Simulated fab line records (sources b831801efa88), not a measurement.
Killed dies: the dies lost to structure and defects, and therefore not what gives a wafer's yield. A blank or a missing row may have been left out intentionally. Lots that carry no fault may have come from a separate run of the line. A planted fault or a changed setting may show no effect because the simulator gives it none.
fab line records	flow gf180mcu
[record] lots = 11	wafers = 33	last_day = 34
route steps=602 shown VT_IMPLANT@109 HV_LDD@225 V2@399
lots untouched by any fault: they come from a run of this same line in which no faults occurred
start_h: the number of hours between the record's first day and the start of the first shown wafer of the lot	wait_h: time in hours since the lot's previous step	" repeats the value in the row above	L1.1+2: a row that stands for several wafers	- no value present, or no start provided	* or withheld: withheld	< > ~ a bound
route shown NAME@n: a module of which the file shows steps, and the number in the route of the first	usual: mean/standard deviation taken from wafers without a fault	same: alike in all rows	chamber/n: place in a boat	sites: the reading at each site	_std_site: the standard deviation of these	_edge_site: outer sites' mean less inner sites'	radius_mm: for every site, how far away it sits from the centre of the wafer	mask NAME#n: copy n	behind: the tool/chamber that last shaped the wafer	hold: the reason the lot was held/the length of the hold in hours/how it ended	device: transistor that didn't switch, given as n, p or np	end of line: tests of these same wafers at the route's end	for a step that has no rows: nothing shown but its recipe	killed: not the wafer's yield, but the dies lost to structure and defects at the first sort	map: the dies of a wafer, with x for killed, . for not killed, _ for no die there
set.NAME: the run value of the setting; set.NAME@STEP: its run value at that earlier step	model.NAME: the simulator's own value behind a step, which no gauge read
the route's steps for a sample of lots (tables are steps, rows are wafers)
services: a tool's chamber out of use, with start hour (start_h, from the record's first day; less than 0 if before it), hours out, and reason
[[steps]]
[step GF_VT_IMPLANT_IMPLANT_19]
[recipe] species = As	energy_kev = 100	dose_cm2 = 4.35e+12	tilt_deg = 7
[usual] beam_on_s = 10.00/0.2	dose_ions_cm2 = 4.351e+12/4.5e+09	faraday_current_uA = 24.5/0.49
lot.wafer	tool	chamber	start_h	wait_h	beam_on_s	dose_ions_cm2	faraday_current_uA
L552.4	implanter-04	0	127.24	0.1	9.67	4.358e+12	25.3
L552.5	"	0	"	"	9.82	4.355e+12	25.0
L552.6	"	0	"	"	9.84	4.352e+12	24.9
L553.1	implanter-01	0	131.97	0.0	9.92	4.358e+12	24.7
L553.2	"	0	"	"	9.96	4.351e+12	24.7
L553.4	"	0	"	"	10.19	4.351e+12	24.1
L562.3	implanter-04	0	189.48	0.1	9.90	4.342e+12	24.7
L562.4	"	0	"	"	10.12	4.343e+12	24.3
L562.5	"	0	"	"	9.72	4.345e+12	25.1
L563.2	implanter-03	0	199.05	0.0	10.19	4.35e+12	24.1
L563.5	"	0	"	"	10.08	4.351e+12	24.3
L563.6	"	0	"	"	10.07	4.341e+12	24.4
L565.3	implanter-01	0	209.98	0.1	10.41	4.352e+12	23.5
L565.4	"	0	"	"	9.99	4.347e+12	24.5
L565.6	"	0	"	"	9.77	4.347e+12	25.0
L567.2	implanter-01	0	225.45	0.0	9.81	4.357e+12	25.0
L567.4	"	0	"	"	9.94	4.353e+12	24.8
L567.6	"	0	"	"	10.28	4.353e+12	23.9
L569.2	implanter-01	0	236.75	0.0	9.59	4.358e+12	25.5
L569.4	"	0	"	"	9.75	4.356e+12	25.1
L569.5	"	0	"	"	10.14	4.358e+12	24.3
L572.3	implanter-01	0	256.52	0.1	9.75	4.349e+12	25.2
L572.4	"	0	"	"	10.22	4.349e+12	23.9
L572.5	"	0	"	"	9.76	4.352e+12	25.2
L573.1	implanter-04	0	262.12	0.0	10.29	4.356e+12	23.8
L573.4	"	0	"	"	10.02	4.353e+12	24.5
L573.5	"	0	"	"	9.81	4.358e+12	24.8
L574.3	implanter-01	0	267.63	0.1	9.89	4.356e+12	25.0
L574.5	"	0	"	"	9.94	4.348e+12	24.7
L574.6	"	0	"	"	9.91	4.343e+12	24.6
L575.2	implanter-03	0	274.34	0.0	10.05	4.352e+12	24.5
L575.5	"	0	"	"	10.34	4.341e+12	23.7
L575.6	"	0	"	"	10.02	4.348e+12	24.4
[step GF_VT_IMPLANT_TW_MEAS_21]
[usual] VT_IMPLANT_2_TW = 1211/17
lot.wafer	tool	chamber	start_h	wait_h	VT_IMPLANT_2_TW
L552.4	film_metro-01	-	127.45	0.1	1188
L552.5	"	-	"	"	1185
L552.6	"	-	"	"	1188
L553.1	film_metro-02	-	132.22	0.1	1230
L553.2	"	-	"	"	1227
L553.4	"	-	"	"	1230
L562.3	film_metro-04	-	189.70	0.1	1104
L562.4	"	-	"	"	1098
L562.5	"	-	"	"	1205
L563.2	film_metro-04	-	199.29	0.1	1226
L563.5	"	-	"	"	1227
L563.6	"	-	"	"	1216
L565.3	film_metro-01	-	210.20	0.1	1194
L565.4	"	-	"	"	1199
L565.6	"	-	"	"	1198
L567.2	film_metro-02	-	225.69	0.1	1234
L567.4	"	-	"	"	1231
L567.6	"	-	"	"	1229
L569.2	film_metro-01	-	236.99	0.1	1193
L569.4	"	-	"	"	1192
L569.5	"	-	"	"	1194
L572.3	film_metro-01	-	256.74	0.1	1197
L572.4	"	-	"	"	1198
L572.5	"	-	"	"	1199
L573.1	film_metro-04	-	262.37	0.1	1217
L573.4	"	-	"	"	1221
L573.5	"	-	"	"	1222
L574.3	film_metro-01	-	267.85	0.1	1190
L574.5	"	-	"	"	1186
L574.6	"	-	"	"	1190
L575.2	film_metro-04	-	274.58	0.1	1224
L575.5	"	-	"	"	1221
L575.6	"	-	"	"	1223
[step GF_HV_LDD_STRIP_49]
[recipe] chemistry = O2/N2	power_w = 1400	pressure_mtorr = 1500	platen_temp_c = 250	o2_flow_sccm = 3000	n2_flow_sccm = 300	overash_fraction = 0.5
[usual] drypump_motor_current_A = 6.0/0.43	heater_power_w = 316/25	oes_product_au = 0.715/0.0048	strip_time_to_endpoint_s = 12.64/0.034
lot.wafer	tool	chamber	start_h	wait_h	drypump_motor_current_A	heater_power_w	oes_product_au	rf_hours_counter_h	strip_time_to_endpoint_s
L552.4	plasma_asher-03	0	275.08	0.1	6.0	346	0.712	-	12.70
L552.5	"	1	"	"	6.1	327	0.717	-	12.70
L552.6	"	0	"	"	6.0	352	0.724	-	12.72
L553.1	plasma_asher-03	1	281.91	0.1	6.1	319	0.712	65	12.61
L553.2	"	0	"	"	6.0	349	0.714	65	12.62
L553.4	"	0	"	"	6.0	353	0.716	-	12.60
L562.3	plasma_asher-03	0	354.53	0.1	6.0	343	0.720	-	12.67
L562.4	"	1	"	"	6.1	325	0.714	-	12.71
L562.5	"	0	"	"	6.0	363	0.717	-	12.67
L563.2	plasma_asher-03	0	367.09	0.1	6.0	351	0.720	74	12.60
L563.5	"	0	"	"	6.0	344	0.718	-	12.62
L563.6	"	1	"	"	6.1	331	0.713	-	12.63
L565.3	plasma_asher-03	0	382.73	0.1	5.9	343	0.704	-	12.66
L565.4	"	1	"	"	6.2	327	0.717	-	12.69
L565.6	"	0	"	"	5.9	359	0.715	-	12.66
L567.2	plasma_asher-01	0	400.36	0.1	6.7	313	0.719	28	12.62
L567.4	"	1	"	"	6.6	304	0.713	-	12.64
L567.6	"	1	"	"	6.6	299	0.712	-	12.65
L569.2	plasma_asher-01	1	416.41	0.1	6.5	291	0.718	30	12.64
L569.4	"	0	"	"	6.7	313	0.720	-	12.66
L569.5	"	0	"	"	6.8	310	0.716	-	12.68
L572.3	plasma_asher-03	1	438.59	0.1	6.1	325	0.713	-	12.61
L572.4	"	0	"	"	5.9	350	0.725	-	12.59
L572.5	"	0	"	"	5.9	352	0.718	-	12.63
L573.1	plasma_asher-01	0	449.05	0.1	6.7	318	0.708	33	12.68
L573.4	"	0	"	"	6.7	311	0.722	-	12.59
L573.5	"	0	"	"	6.7	312	0.713	-	12.64
L574.3	plasma_asher-04	1	454.83	0.1	5.8	280	0.709	-	12.68
L574.5	"	0	"	"	5.3	332	0.718	-	12.66
L574.6	"	1	"	"	5.8	278	0.709	-	12.65
L575.2	plasma_asher-01	0	464.39	0.1	6.7	307	0.722	35	12.63
L575.5	"	0	"	"	6.7	300	0.713	-	12.62
L575.6	"	1	"	"	6.6	294	0.712	-	12.62
[step GF_V2_ETCH_17]
[recipe] chemistry = C4F8/O2/Ar	mask_material = KrF	target = SiO2	stop_on = TiN	source_w = 1500	bias_w = 1200	pressure_mtorr = 40	c4f8_flow_sccm = withheld	O2_flow_sccm = 6	Ar_flow_sccm = 300	time_s = withheld	target_depth_a = 6300
[usual] oes_product_au = 0.855/0.005
lot.wafer	tool	chamber	start_h	wait_h	oes_product_au
L552.4	rie_diel-02	2	-	-	0.863
L552.5	"	1	"	"	0.855
L552.6	"	2	"	"	0.861
L553.1	rie_diel-02	3	-	-	0.862
L553.2	"	1	"	"	0.847
L553.4	"	0	"	"	0.855
L562.3	rie_diel-02	2	-	-	0.849
L562.4	"	1	"	"	0.867
L562.5	"	0	"	"	0.853
L563.2	rie_diel-03	1	-	-	0.853
L563.5	"	2	"	"	0.852
L563.6	"	3	"	"	0.857
L565.3	rie_diel-03	1	-	-	0.852
L565.4	"	0	"	"	0.859
L565.6	"	2	"	"	0.858
L567.2	rie_diel-03	0	-	-	0.859
L567.4	"	2	"	"	0.857
L567.6	"	0	"	"	0.844
L569.2	rie_diel-04	2	-	-	0.870
L569.4	"	3	"	"	0.857
L569.5	"	1	"	"	0.863
L572.3	rie_diel-03	1	-	-	0.857
L572.4	"	3	"	"	0.861
L572.5	"	0	"	"	0.859
L573.1	rie_diel-03	0	-	-	0.853
L573.4	"	0	"	"	0.854
L573.5	"	1	"	"	0.853
L574.3	rie_diel-02	3	-	-	0.862
L574.5	"	1	"	"	0.850
L574.6	"	0	"	"	0.842
L575.2	rie_diel-03	2	-	-	0.854
L575.5	"	2	"	"	0.860
L575.6	"	0	"	"	0.851
[step GF_V2_CMP_26]
[recipe] stop_on = SiO2	down_force_psi = 3.5	platen_rpm = 60	t_overpolish_s = 15	target_thk_nm = 0	pad_velocity_m_s = 0.94248
[usual] head_pressure_psi = 3.498/0.007	motor_current_A = 10.9/1.3	overpolish_run_s = 15.001/0.0094	time_to_endpoint_s = 85.2/2.9
lot.wafer	tool	chamber	start_h	wait_h	head_pressure_psi	motor_current_A	overpolish_run_s	time_to_endpoint_s
L552.4	cmp-02	1	468.06	0.0	3.495	11.5	14.996	83.2
L552.5	"	1	"	"	3.486	11.3	14.999	86.4
L552.6	"	2	"	"	3.492	12.1	15.015	88.2
L553.1	cmp-01	3	476.19	0.1	3.510	12.6	14.992	89.2
L553.4	"	0	"	"	3.493	9.7	15.014	88.1
L553.2	"	2	"	"	3.500	11.8	15.011	87.0
L562.3	cmp-01	1	559.39	0.1	3.499	10.0	14.997	82.2
L562.4	"	2	"	"	3.480	11.3	15.006	83.5
L562.5	"	0	"	"	3.509	9.5	14.987	85.7
L563.2	cmp-01	1	569.85	0.2	3.499	10.9	14.993	81.2
L563.6	"	2	"	"	3.489	11.1	15.006	83.9
L563.5	"	3	"	"	3.483	13.4	15.029	83.7
L565.3	cmp-02	1	583.72	0.0	3.503	12.0	14.994	83.9
L565.4	"	3	"	"	3.497	9.1	14.995	83.3
L565.6	"	1	"	"	3.509	12.8	15.002	82.5
L567.2	cmp-01	2	601.45	0.0	3.490	11.3	14.997	84.9
L567.4	"	1	"	"	3.497	10.5	14.997	88.8
L567.6	"	3	"	"	3.498	13.2	14.988	89.5
L569.4	cmp-02	2	614.80	0.1	3.488	11.9	14.999	82.8
L569.2	"	0	"	"	3.504	10.4	14.986	78.1
L569.5	"	1	"	"	3.520	11.7	14.995	85.0
L572.4	cmp-02	3	633.35	0.0	3.500	9.3	15.009	78.8
L572.3	"	1	"	"	3.505	11.2	15.010	79.0
L572.5	"	3	"	"	3.510	9.8	14.990	81.7
L573.1	cmp-01	1	642.84	0.1	3.506	10.4	15.008	87.3
L573.4	"	0	"	"	3.498	10.0	14.991	84.9
L573.5	"	1	"	"	3.491	10.4	14.994	86.4
L574.3	cmp-02	2	647.95	0.1	3.493	11.6	15.010	86.1
L574.6	"	1	"	"	3.505	11.4	15.011	87.6
L574.5	"	2	"	"	3.497	11.6	15.014	85.7
L575.2	cmp-02	3	655.01	0.0	3.492	8.5	14.989	85.6
L575.5	"	3	"	"	3.488	8.7	15.002	85.5
L575.6	"	0	"	"	3.496	10.4	15.019	85.1
[[services]]
tool	chamber	start_h	hours	kind
cmp-02	-	134.76	0.8	repair
cmp-02	-	139.77	5.8	repair
cmp-02	-	149.79	2.5	repair
implanter-01	-	186.57	3.5	repair
rie_diel-03	0	201.65	15.8	repair
cmp-02	-	214.76	1.6	repair
cmp-02	-	226.64	4.0	repair
cmp-02	-	270.63	6.5	pm
implanter-01	-	290.33	3.9	repair
plasma_asher-03	-	303.30	2.8	pm
implanter-01	-	326.46	4.2	pm
rie_diel-03	-	334.15	0.5	repair
implanter-01	-	343.87	1.4	repair
rie_diel-03	-	348.50	4.4	repair
cmp-02	-	368.83	21.1	repair
implanter-01	-	372.11	4.6	repair
rie_diel-03	2	376.62	2.6	repair
cmp-02	-	404.17	4.0	pm
implanter-01	-	406.19	5.5	pm
rie_diel-03	0	421.66	8.4	repair
rie_diel-03	-	421.82	28.1	pm
rie_diel-03	0	478.92	26.2	repair
cmp-02	-	481.70	1.3	repair
cmp-02	-	497.50	0.8	repair
[[key]]
[first_sign] step = GF_VT_IMPLANT_TW_MEAS_21	reading = VT_IMPLANT_2_TW	direction = down	sigmas = 4.4	usual = 1211	struck = 1136	wafers_moved = 2
effect none on later readings
met_at GF_VT_IMPLANT_IMPLANT_19
struck_lots L562
tester_left_out L562
not_acting_at GF_HV_LDD_STRIP_49,GF_V2_ETCH_17,GF_V2_CMP_26
onset_between 127.24 189.48
[fault] kind = process_parameter_drift	tool = implanter-04	chamber = -	onset_h = 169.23	steps = GF_VT_IMPLANT_IMPLANT_19	channel = tilt_deg	offset = -5.3152	spread_by_wafer = 0.3	shape = step	end_h = 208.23	acts_in = these_recipes_only	stated = 7
// tester_left_out: of these lots the tester's yield and bins aren't shown, on N5 and GAA mostly nor the transistor test; their killed dies are dies lost to structure and defects alone, not to doping, threshold or leakage, so they don't give the yield
